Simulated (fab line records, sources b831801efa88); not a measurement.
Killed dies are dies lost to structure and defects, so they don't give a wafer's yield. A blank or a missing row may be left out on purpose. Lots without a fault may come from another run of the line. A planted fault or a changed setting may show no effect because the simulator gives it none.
fab line records | flow sky130
record lots=10 wafers=30 last_day=50
route steps=708 shown VIA2@527 METAL3@532 PAD_OPEN@708
lots that met no fault: from a run of the same line without faults
start_h: hours from the record's first day to the start of the lot's first wafer shown | wait_h: hours since the lot's step before | " the same as in the row above | L1.1+2: a row that stands for several wafers | - no value, or no start given | * or withheld: withheld | < > ~ a bound
route shown NAME@n: a module of which the file shows steps, and the number in the route of the first | usual: mean/standard deviation of fault-free wafers | same: alike in all rows | chamber/n: place in a boat | sites: the reading at each site | _std_site: their standard deviation | _edge_site: outer sites' mean less inner sites' | radius_mm: how far each site lies from the wafer's centre | mask NAME#n: copy n | behind: the tool/chamber that last shaped the wafer | hold: why the lot was held/for how many hours/how that ended | device: the transistor (n, p or np) that didn't switch | end of line: the same wafers' tests at the end of the route | a step without rows: its recipe alone | killed: dies lost to structure and defects at the first sort, not the wafer's yield | map: a wafer's dies, x killed, . not, _ none there
set.NAME: the setting as run; set.NAME@STEP: as run at that earlier step | model.NAME: the simulator's own value behind a step, which no gauge read
steps of the route over a sample of lots; a table a step, a row a wafer
services: from which hour (start_h, from the record's first day; less than 0 if before it) a tool's chamber was out of use, for how many hours, and why
## steps
# step SKY_VIA2_SPUTTER_20
# recipe material=TiN target_thk_nm=20 chamber_pressure_pa=5 power_w=4000 time_s=80
# usual cathode_dc_power_W=4000.0/0.71 throttle_valve_pct=30.1/0.8
# columns lot.wafer tool chamber start_h wait_h cathode_dc_power_W throttle_valve_pct
L656.2 pvd_sputter-01 - 851.24 0.0 4001.0 29.2
L656.4 " - " " 3999.3 29.9
L656.5 " - " " 3999.1 29.3
L659.3 pvd_sputter-01 - 877.53 0.0 4000.4 29.4
L659.5 " - " " 3999.8 30.3
L659.6 " - " " 4000.5 29.3
L661.3 pvd_sputter-03 - 891.16 0.0 4000.9 30.0
L661.4 " - " " 4001.0 31.9
L661.5 " - " " 4000.4 31.7
L665.2 pvd_sputter-01 - 929.73 0.0 4000.2 30.2
L665.3 " - " " 4000.9 29.3
L665.5 " - " " 4000.6 30.4
L666.2 pvd_sputter-03 - 936.29 0.0 3999.6 31.4
L666.5 " - " " 4000.2 31.5
L666.6 " - " " 4000.6 31.0
L667.2 pvd_sputter-01 - 954.19 0.0 4000.8 30.2
L667.4 " - " " 4000.6 30.0
L667.5 " - " " 3999.4 29.2
L668.3 pvd_sputter-04 - 959.65 0.0 4000.0 30.2
L668.4 " - " " 4001.9 30.4
L668.6 " - " " 3999.5 29.3
L669.1 pvd_sputter-03 - 960.94 0.0 3999.3 29.9
L669.3 " - " " 3999.6 31.1
L669.6 " - " " 3999.5 31.3
L670.2 pvd_sputter-03 - 968.10 0.0 3999.6 31.5
L670.4 " - " " 4000.3 29.9
L670.5 " - " " 4000.1 29.7
L678.1 pvd_sputter-04 - 1008.33 0.0 4001.2 29.4
L678.4 " - " " 4000.0 30.4
L678.5 " - " " 4000.0 30.8
# step SKY_VIA2_CVD_21
# recipe material=W target_thk_nm=420 time_s=126.4 temp_c=400 pressure_torr=40
# usual chamber_pressure_Torr=40.01/0.087 heater_power_w=784/48
# columns lot.wafer tool chamber start_h wait_h chamber_pressure_Torr heater_power_w
L656.2 cvd_w-02 0 851.30 0.0 40.13 855
L656.4 " 0 " " 40.04 838
L656.5 " 1 " " 40.05 858
L659.3 cvd_w-02 1 877.63 0.1 39.95 878
L659.5 " 0 " " 40.06 824
L659.6 " 1 " " 39.94 861
L661.3 cvd_w-01 0 891.31 0.1 40.04 743
L661.4 " 0 " " 40.09 696
L661.5 " 0 " " 39.98 707
L665.2 cvd_w-02 0 929.79 0.0 39.86 773
L665.3 " 1 " " 40.03 792
L665.5 " 0 " " 40.05 799
L666.2 cvd_w-02 1 936.35 0.0 39.95 803
L666.5 " 1 " " 40.09 776
L666.6 " 0 " " 39.98 780
L667.2 cvd_w-02 1 954.25 0.0 39.93 807
L667.4 " 1 " " 40.06 790
L667.5 " 1 " " 39.97 800
L668.3 cvd_w-02 1 959.75 0.1 39.98 809
L668.4 " 0 " " 39.95 790
L668.6 " 0 " " 40.01 796
L669.1 cvd_w-01 0 961.00 0.0 40.05 706
L669.3 " 1 " " 40.06 783
L669.6 " 0 " " 39.98 712
L670.2 cvd_w-01 1 968.16 0.0 39.96 787
L670.4 " 0 " " 40.10 714
L670.5 " 1 " " 40.00 777
L678.1 cvd_w-01 1 1008.39 0.0 39.80 794
L678.4 " 0 " " 40.07 738
L678.5 " 1 " " 40.03 779
# step SKY_VIA2_RS_MEAS_22
# recipe thk_meas_gauge=four-point-probe reads=W_of_VIA2_CVD_21+TiN_of_VIA2_SPUTTER_20
# usual VIA2_W_RS=0.2719/0.0026
# columns lot.wafer tool chamber start_h wait_h VIA2_W_RS[ohm/sq]
L656.2 film_metro-02 - 851.45 0.1 0.2720
L656.4 " - " " 0.2756
L656.5 " - " " 0.2738
L659.3 film_metro-01 - 877.76 0.1 0.2704
L659.5 " - " " 0.2676
L659.6 " - " " 0.2697
L661.3 film_metro-02 - 891.52 0.2 0.2765
L661.4 " - " " 0.2736
L661.5 " - " " 0.2794
L665.2 film_metro-03 - 929.94 0.1 0.2696
L665.3 " - " " 0.2710
L665.5 " - " " 0.2725
L666.2 film_metro-01 - 936.50 0.1 0.2668
L666.5 " - " " 0.2701
L666.6 " - " " 0.2733
L667.2 film_metro-02 - 954.40 0.1 0.2706
L667.4 " - " " 0.3615
L667.5 " - " " 0.3628
L668.3 film_metro-03 - 959.88 0.1 0.3722
L668.4 " - " " 0.3710
L668.6 " - " " 0.2718
L669.1 film_metro-03 - 961.14 0.1 0.2675
L669.3 " - " " 0.2709
L669.6 " - " " 0.2674
L670.2 film_metro-01 - 968.31 0.1 0.2677
L670.4 " - " " 0.2664
L670.5 " - " " 0.2694
L678.1 film_metro-03 - 1008.52 0.1 0.2707
L678.4 " - " " 0.2737
L678.5 " - " " 0.2714
# step SKY_VIA2_THK_MEAS_23
# recipe thk_meas_gauge=xrf reads=W_of_VIA2_CVD_21
# usual VIA2_W_THK=417/7.5
# columns lot.wafer tool chamber start_h wait_h VIA2_W_THK[nm]
L656.2 film_metro-02 - 851.56 0.1 422
L656.4 " - " " 413
L656.5 " - " " 420
L659.3 film_metro-01 - 877.86 0.1 416
L659.5 " - " " 421
L659.6 " - " " 420
L661.3 film_metro-02 - 891.62 0.1 423
L661.4 " - " " 429
L661.5 " - " " 416
L665.2 film_metro-03 - 930.05 0.1 413
L665.3 " - " " 412
L665.5 " - " " 410
L666.2 film_metro-01 - 936.61 0.1 427
L666.5 " - " " 422
L666.6 " - " " 418
L667.2 film_metro-02 - 954.51 0.1 429
L667.4 " - " " 322
L667.5 " - " " 321
L668.3 film_metro-03 - 959.98 0.1 305
L668.4 " - " " 304
L668.6 " - " " 411
L669.1 film_metro-03 - 961.26 0.1 420
L669.3 " - " " 417
L669.6 " - " " 421
L670.2 film_metro-01 - 968.42 0.1 418
L670.4 " - " " 417
L670.5 " - " " 417
L678.1 film_metro-03 - 1008.64 0.1 412
L678.4 " - " " 410
L678.5 " - " " 410
# step SKY_VIA2_CMP_24
# recipe stop_on=SiO2 t_overpolish_s=20 down_force_psi=3.5 platen_rpm=60 target_thk_nm=0 pad_velocity_m_s=0.94248
# usual edge_zone_pressure_frac=0.999/0.0052 motor_current_A=11.2/0.67 platen_rpm=60.00/0.043 time_to_endpoint_s=101/3.3
# columns lot.wafer tool chamber start_h wait_h edge_zone_pressure_frac motor_current_A platen_rpm time_to_endpoint_s
L656.2 cmp-02 2 851.61 0.0 0.987 11.1 60.02 104
L656.4 " 3 " " 0.998 10.7 60.06 101
L656.5 " 3 " " 0.995 10.5 60.02 98
L659.3 cmp-02 1 878.00 0.1 1.001 11.9 60.01 99
L659.5 " 3 " " 0.997 10.3 59.99 98
L659.6 " 0 " " 0.991 11.3 60.00 100
L661.3 cmp-01 0 891.66 0.0 0.998 10.9 60.03 99
L661.4 " 3 " " 1.000 11.5 59.97 104
L661.5 " 0 " " 1.008 11.1 59.95 99
L665.3 cmp-02 1 930.10 0.0 1.003 12.3 59.97 102
L665.2 " 2 " " 0.999 10.7 60.07 102
L665.5 " 1 " " 1.002 12.0 60.12 102
L666.2 cmp-01 0 936.76 0.1 1.003 11.1 60.03 97
L666.6 " 2 " " 0.993 10.7 60.07 107
L666.5 " 3 " " 0.996 11.6 59.97 102
L667.2 cmp-02 1 954.56 0.0 0.993 12.9 60.01 105
L667.4 " 0 " " 1.004 11.0 59.97 75
L667.5 " 1 " " 0.998 13.4 59.97 77
L668.4 cmp-01 1 960.02 0.0 1.004 11.1 59.99 74
L668.3 " 2 " " 0.994 10.5 59.96 76
L668.6 " 1 " " 1.009 11.4 59.99 105
L669.1 cmp-01 2 961.32 0.1 0.994 10.9 60.03 102
L669.3 " 0 " " 0.997 12.0 59.93 95
L669.6 " 3 " " 0.998 11.2 59.95 99
L670.2 cmp-02 0 968.57 0.1 1.014 10.6 59.95 104
L670.4 " 1 " " 1.005 12.6 59.99 104
L670.5 " 2 " " 1.002 10.9 59.97 97
L678.4 cmp-02 0 1009.02 0.3 0.992 11.2 60.04 102
L678.1 " 1 " " 0.998 12.3 60.05 104
L678.5 " 0 " " 0.996 11.5 60.02 100
# step SKY_METAL3_SPUTTER_00
# recipe material=Ti target_thk_nm=15 power_w=3063 time_s=10 chamber_pressure_pa=0.4
# usual cathode_dc_power_W=3063.0/0.54 throttle_valve_pct=30.4/0.87
# columns lot.wafer tool chamber start_h wait_h cathode_dc_power_W throttle_valve_pct
L656.2 pvd_sputter-02 - 851.91 0.2 3062.8 30.2
L656.4 " - " " 3063.3 30.8
L656.5 " - " " 3063.3 30.2
L659.3 pvd_sputter-02 - 878.20 0.1 3062.5 29.5
L659.5 " - " " 3062.5 29.4
L659.6 " - " " 3062.6 30.3
L661.3 pvd_sputter-01 - 891.96 0.2 3062.4 30.2
L661.4 " - " " 3062.7 30.0
L661.5 " - " " 3062.9 29.4
L665.2 pvd_sputter-02 - 930.40 0.2 3062.9 29.9
L665.3 " - " " 3063.4 29.3
L665.5 " - " " 3062.0 29.7
L666.2 pvd_sputter-03 - 936.96 0.1 3063.1 31.0
L666.5 " - " " 3063.5 30.9
L666.6 " - " " 3063.2 31.6
L667.2 pvd_sputter-03 - 954.86 0.2 3063.6 31.5
L667.4 " - " " 3062.3 31.6
L667.5 " - " " 3062.5 31.6
L668.3 pvd_sputter-01 - 960.32 0.2 3063.2 30.2
L668.4 " - " " 3062.0 30.3
L668.6 " - " " 3062.8 30.3
L669.1 pvd_sputter-01 - 961.62 0.2 3062.8 30.0
L669.3 " - " " 3062.5 29.1
L669.6 " - " " 3063.2 29.0
L670.2 pvd_sputter-03 - 968.77 0.1 3062.5 31.0
L670.4 " - " " 3062.3 31.3
L670.5 " - " " 3063.3 31.5
L678.1 pvd_sputter-02 - 1009.32 0.2 3062.8 29.5
L678.4 " - " " 3062.7 29.0
L678.5 " - " " 3062.3 29.5
# step SKY_METAL3_SPUTTER_04
# recipe material=TiN target_thk_nm=70 power_w=6500 time_s=58.3 chamber_pressure_pa=0.4
# usual cathode_dc_power_W=6500.1/1.2 throttle_valve_pct=30.4/0.88
# columns lot.wafer tool chamber start_h wait_h cathode_dc_power_W throttle_valve_pct
L656.2 pvd_sputter-02 - 852.01 0.0 6498.1 30.0
L656.4 " - " " 6500.4 30.8
L656.5 " - " " 6499.3 30.2
L659.3 pvd_sputter-02 - 878.30 0.0 6499.6 29.4
L659.5 " - " " 6498.5 29.1
L659.6 " - " " 6501.6 30.4
L661.3 pvd_sputter-01 - 892.06 0.0 6499.9 30.3
L661.4 " - " " 6501.6 30.1
L661.5 " - " " 6499.5 29.2
L665.2 pvd_sputter-02 - 930.50 0.0 6498.8 29.9
L665.3 " - " " 6500.6 29.7
L665.5 " - " " 6497.9 29.5
L666.2 pvd_sputter-03 - 937.07 0.0 6500.8 31.3
L666.5 " - " " 6500.7 30.9
L666.6 " - " " 6498.1 31.7
L667.2 pvd_sputter-03 - 954.96 0.0 6499.9 31.6
L667.4 " - " " 6500.9 31.6
L667.5 " - " " 6499.5 31.5
L668.3 pvd_sputter-01 - 960.42 0.0 6500.9 30.1
L668.4 " - " " 6498.8 29.9
L668.6 " - " " 6499.7 30.1
L669.1 pvd_sputter-01 - 961.72 0.0 6500.4 30.0
L669.3 " - " " 6500.5 29.3
L669.6 " - " " 6499.0 29.5
L670.2 pvd_sputter-03 - 968.87 0.0 6500.8 30.8
L670.4 " - " " 6500.8 31.7
L670.5 " - " " 6501.1 31.8
L678.1 pvd_sputter-02 - 1009.42 0.0 6499.9 29.6
L678.4 " - " " 6500.4 29.1
L678.5 " - " " 6499.5 29.6
# step SKY_PAD_OPEN_PROBE_99
# usual defect_limited_yield=82.3/1.9 killed_at_M0_to_M3=44/7 killed_at_M4_up=3.0/2 killed_at_contacts=24/5.3 killed_at_front_end=15/4 killed_at_other=0.2/0.41 killed_dies=87/9.1 killed_open=49/7.3 killed_short=38/5.9 sort_bin_3_pad_short=0.9/0.42 sort_bin_5_function=10.4/1.5 sort_bin_6_memory=6.5/1.2 sort_n_pass=405/9.1 sort_yield_pct=82.3/1.9
# same gross_dies=492 killed_at_back_side=0 sort_bin_4_leakage[%]=0 sort_bin_8_speed[%]=0
# columns lot.wafer tool chamber start_h wait_h defect_limited_yield[%] killed_at_M0_to_M3 killed_at_M4_up killed_at_contacts killed_at_front_end killed_at_other killed_dies killed_open killed_short sort_bin_3_pad_short[%] sort_bin_5_function[%] sort_bin_6_memory[%] sort_n_pass sort_yield_pct[%]
L665.2 prober-01 - 1138.82 0.1 78.7 58 5 20 21 1 105 68 37 0.6 11.0 9.8 387 78.7
L665.3 prober-01 - 1138.87 0.2 81.9 37 6 27 19 0 89 47 42 1.0 10.0 7.1 403 81.9
L665.5 prober-01 - 1138.97 0.2 82.5 43 6 17 19 1 86 49 37 0.2 10.0 7.3 406 82.5
L666.2 prober-02 - 1144.28 0.1 79.3 48 2 34 18 0 102 52 50 1.4 12.0 7.3 390 79.3
L666.5 prober-02 - 1144.43 0.2 82.9 42 10 15 17 0 84 51 33 1.0 10.8 5.3 408 82.9
L666.6 prober-02 - 1144.48 0.2 80.5 49 5 28 14 0 96 52 44 0.8 11.0 7.7 396 80.5
L667.2 prober-01 - 1158.10 0.1 79.9 43 5 28 23 0 99 51 48 1.0 10.6 8.5 393 79.9
L667.4 prober-01 - 1158.20 0.2 80.3 60 4 17 15 1 97 61 36 0.2 13.2 6.3 395 80.3
L667.5 prober-01 - 1158.25 0.2 81.9 53 2 17 17 0 89 49 40 1.2 9.6 7.3 403 81.9
L668.3 prober-02 - 1161.38 0.2 81.3 43 6 28 15 0 92 52 40 0.8 10.6 7.3 400 81.3
L668.4 prober-02 - 1161.43 0.2 83.7 39 3 25 12 1 80 39 41 1.8 8.3 6.1 412 83.7
L668.6 prober-02 - 1161.53 0.2 81.7 50 0 24 16 0 90 48 42 0.4 9.1 8.7 402 81.7
L669.1 prober-01 - 1163.79 0.1 84.3 41 3 21 12 0 77 45 32 0.6 10.8 4.3 415 84.3
L669.3 prober-01 - 1163.89 0.2 82.5 50 2 24 10 0 86 50 36 1.4 10.2 5.9 406 82.5
L669.6 prober-01 - 1164.04 0.2 82.7 49 0 26 10 0 85 49 36 1.0 10.2 6.1 407 82.7
L670.2 prober-02 - 1168.67 0.1 81.1 54 3 17 18 1 93 51 42 1.0 11.8 6.1 399 81.1
L670.4 prober-02 - 1168.77 0.2 80.9 48 2 26 17 1 94 46 48 0.2 13.0 5.9 398 80.9
L670.5 prober-02 - 1168.82 0.2 86.4 39 0 15 13 0 67 36 31 1.0 7.5 5.1 425 86.4
L678.1 prober-02 - 1197.39 0.1 80.1 46 3 29 19 1 98 56 42 0.8 12.0 7.1 394 80.1
L678.4 prober-02 - 1197.54 0.2 84.1 40 1 24 12 1 78 45 33 0.6 11.2 4.1 414 84.1
L678.5 prober-02 - 1197.59 0.2 82.3 49 4 18 16 0 87 45 42 0.2 13.0 4.5 405 82.3
# killed by level:class
L665.2 VIA1:geometric_particle:open=20 CONTACT:geometric_particle:open=12 VIA2:geometric_particle:open=9 VIA3:geometric_particle:open=9 FIELD_ISO:geometric_particle:open=6 POLY_GATE:geometric_particle:short=6 VIA1:geometric_particle:short=5 METAL4:geometric_particle:short=5
L665.3 CONTACT:geometric_particle:open=12 METAL2:geometric_particle:short=7 FIELD_ISO:geometric_particle:short=6 LI_CONTACT:geometric_particle:open=6 VIA3:geometric_particle:open=6 VIA1:geometric_particle:short=5 POLY_GATE:geometric_particle:short=5 CONTACT:geometric_particle:short=5
L665.5 VIA1:geometric_particle:open=11 VIA3:geometric_particle:open=9 POLY_GATE:geometric_particle:short=6 CONTACT:geometric_particle:open=6 METAL4:geometric_particle:short=4 POLY_GATE:geometric_particle:open=4 LI_CONTACT:geometric_particle:open=4 LOCAL_INTERCONNECT:geometric_particle:short=4
L666.2 VIA1:geometric_particle:open=10 VIA1:geometric_particle:short=9 CONTACT:geometric_particle:open=8 LOCAL_INTERCONNECT:geometric_particle:short=8 LI_CONTACT:geometric_particle:open=7 VIA2:geometric_particle:open=6 LI_CONTACT:geometric_particle:short=6 VIA3:geometric_particle:open=5
L666.5 VIA1:geometric_particle:open=10 POLY_GATE:geometric_particle:open=7 METAL4:geometric_particle:short=7 VIA3:geometric_particle:open=7 CONTACT:geometric_particle:open=6 VIA2:geometric_particle:open=6 FIELD_ISO:geometric_particle:open=4 LI_CONTACT:geometric_particle:open=4
L666.6 VIA1:geometric_particle:open=13 CONTACT:geometric_particle:open=10 VIA3:geometric_particle:open=10 VIA1:geometric_particle:short=6 POLY_GATE:geometric_particle:short=5 LI_CONTACT:geometric_particle:open=5 METAL1:geometric_particle:short=5 LOCAL_INTERCONNECT:geometric_particle:short=5
L667.2 VIA1:geometric_particle:open=10 VIA3:geometric_particle:open=8 METAL2:geometric_particle:short=7 LI_CONTACT:geometric_particle:open=7 LOCAL_INTERCONNECT:geometric_particle:short=7 CONTACT:geometric_particle:open=6 FIELD_ISO:geometric_particle:open=5 FIELD_ISO:geometric_particle:short=5
L667.4 VIA1:geometric_particle:open=14 VIA2:geometric_particle:open=13 VIA3:geometric_particle:open=11 CONTACT:geometric_particle:open=10 METAL2:geometric_particle:short=6 POLY_GATE:geometric_particle:open=5 POLY_GATE:geometric_particle:short=5 VIA1:geometric_particle:short=5
L667.5 VIA2:geometric_particle:open=10 VIA1:geometric_particle:open=9 CONTACT:geometric_particle:open=7 VIA3:geometric_particle:open=7 METAL1:geometric_particle:short=6 VIA1:geometric_particle:short=5 POLY_GATE:geometric_particle:open=4 CONTACT:geometric_particle:short=4
L668.3 CONTACT:geometric_particle:open=13 METAL2:geometric_particle:short=9 VIA3:geometric_particle:open=9 VIA1:geometric_particle:open=8 LOCAL_INTERCONNECT:geometric_particle:short=4 FIELD_ISO:geometric_particle:open=3 FIELD_ISO:geometric_particle:short=3 POLY_GATE:geometric_particle:open=3
L668.4 CONTACT:geometric_particle:open=12 VIA2:geometric_particle:short=6 VIA1:geometric_particle:open=6 VIA3:geometric_particle:open=5 FIELD_ISO:geometric_particle:short=4 LOCAL_INTERCONNECT:geometric_particle:short=4 LI_CONTACT:geometric_particle:open=4 METAL2:geometric_particle:short=4
L668.6 CONTACT:geometric_particle:open=12 VIA1:geometric_particle:open=11 METAL1:geometric_particle:short=8 VIA1:geometric_particle:short=7 POLY_GATE:geometric_particle:open=6 METAL2:geometric_particle:short=6 VIA3:geometric_particle:open=5 CONTACT:geometric_particle:short=4
L669.1 VIA1:geometric_particle:open=12 LOCAL_INTERCONNECT:geometric_particle:short=7 CONTACT:geometric_particle:open=6 POLY_GATE:geometric_particle:short=5 LI_CONTACT:geometric_particle:open=5 VIA1:geometric_particle:short=5 VIA2:geometric_particle:open=5 VIA3:geometric_particle:open=5
L669.3 METAL1:geometric_particle:short=12 CONTACT:geometric_particle:open=9 VIA1:geometric_particle:open=9 VIA2:geometric_particle:open=7 POLY_GATE:geometric_particle:open=5 CONTACT:geometric_particle:short=5 LI_CONTACT:geometric_particle:open=4 METAL1:geometric_particle:open=4
L669.6 VIA1:geometric_particle:open=14 CONTACT:geometric_particle:open=10 VIA3:geometric_particle:open=9 LI_CONTACT:geometric_particle:short=6 METAL2:geometric_particle:short=5 METAL1:geometric_particle:short=5 VIA2:geometric_particle:open=5 POLY_GATE:geometric_particle:short=4
L670.2 VIA1:geometric_particle:open=11 VIA3:geometric_particle:open=9 POLY_GATE:geometric_particle:short=9 METAL2:geometric_particle:short=8 VIA2:geometric_particle:open=8 LI_CONTACT:geometric_particle:open=7 CONTACT:geometric_particle:open=6 METAL1:geometric_particle:short=6
L670.4 VIA1:geometric_particle:open=10 VIA1:geometric_particle:short=8 CONTACT:geometric_particle:open=7 VIA3:geometric_particle:open=7 FIELD_ISO:geometric_particle:short=6 LI_CONTACT:geometric_particle:short=6 LI_CONTACT:geometric_particle:open=6 VIA2:geometric_particle:open=4
L670.5 VIA2:geometric_particle:open=9 VIA3:geometric_particle:open=6 FIELD_ISO:geometric_particle:open=5 CONTACT:geometric_particle:open=5 METAL1:geometric_particle:short=5 CONTACT:geometric_particle:short=4 VIA1:geometric_particle:open=4 FIELD_ISO:geometric_particle:short=3
L678.1 LI_CONTACT:geometric_particle:open=10 POLY_GATE:geometric_particle:open=8 VIA2:geometric_particle:open=8 METAL1:geometric_particle:short=7 VIA1:geometric_particle:open=6 LOCAL_INTERCONNECT:geometric_particle:short=6 CONTACT:geometric_particle:open=6 METAL2:geometric_particle:short=6
L678.4 CONTACT:geometric_particle:open=10 VIA2:geometric_particle:open=9 VIA3:geometric_particle:open=7 VIA1:geometric_particle:open=6 LI_CONTACT:geometric_particle:open=5 METAL1:geometric_particle:short=5 POLY_GATE:geometric_particle:short=4 CONTACT:geometric_particle:short=4
L678.5 VIA1:geometric_particle:open=10 METAL2:geometric_particle:short=9 VIA3:geometric_particle:open=8 CONTACT:geometric_particle:open=6 CONTACT:geometric_particle:short=6 VIA1:geometric_particle:short=6 FIELD_ISO:geometric_particle:open=4 LI_CONTACT:geometric_particle:open=4
## services
# columns tool chamber start_h hours kind
cmp-01 - 853.68 3.3 pm
cmp-01 - 860.65 6.3 pm
cmp-02 - 879.73 0.8 repair
cmp-01 - 882.39 0.9 repair
cvd_w-02 1 886.22 12.4 repair
cvd_w-01 1 888.12 3.9 repair
cmp-01 - 898.01 2.7 repair
cmp-02 - 901.43 6.6 pm
cvd_w-02 - 904.00 14.0 pm
cmp-01 - 912.44 4.0 pm
cvd_w-02 - 922.21 0.6 repair
pvd_sputter-03 1 927.36 - consumable_replace:kit
pvd_sputter-03 1 927.36 18.0 scheduled_down
pvd_sputter-03 1 927.36 18.0 vent_cycle
cmp-02 - 931.33 3.5 repair
pvd_sputter-01 1 939.88 - consumable_replace:kit
pvd_sputter-01 1 939.88 18.0 scheduled_down
pvd_sputter-01 1 939.88 18.0 vent_cycle
cvd_w-02 0 950.92 2.2 repair
pvd_sputter-01 - 966.88 3.4 repair
pvd_sputter-02 - 977.37 25.9 repair
cmp-02 - 995.07 0.4 repair
pvd_sputter-02 - 996.68 1.4 repair
cmp-01 - 997.70 12.5 pm
## key
first_sign step=SKY_VIA2_RS_MEAS_22 reading=VIA2_W_RS direction=up sigmas=36 usual=0.2719 struck=0.3669
effect step=SKY_VIA2_THK_MEAS_23 reading=VIA2_W_THK direction=down sigmas=14 usual=417 struck=313
effect step=SKY_VIA2_CMP_24 reading=time_to_endpoint_s direction=down sigmas=7.8 usual=* struck=*
met_at SKY_VIA2_CVD_21
struck_lots L667,L668
struck_wafers L667.4,L667.5,L668.3,L668.4
not_acting_at SKY_VIA2_SPUTTER_20,SKY_METAL3_SPUTTER_00,SKY_METAL3_SPUTTER_04
onset_between 936.35 954.25
fault kind=process_parameter_drift tool=cvd_w-02 chamber=- onset_h=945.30 steps=SKY_VIA2_CVD_21 channel=target_thk_nm offset=-110.39 shape=step end_h=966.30 scope=struck_wafers_only acts_in=these_recipes_only stated=420
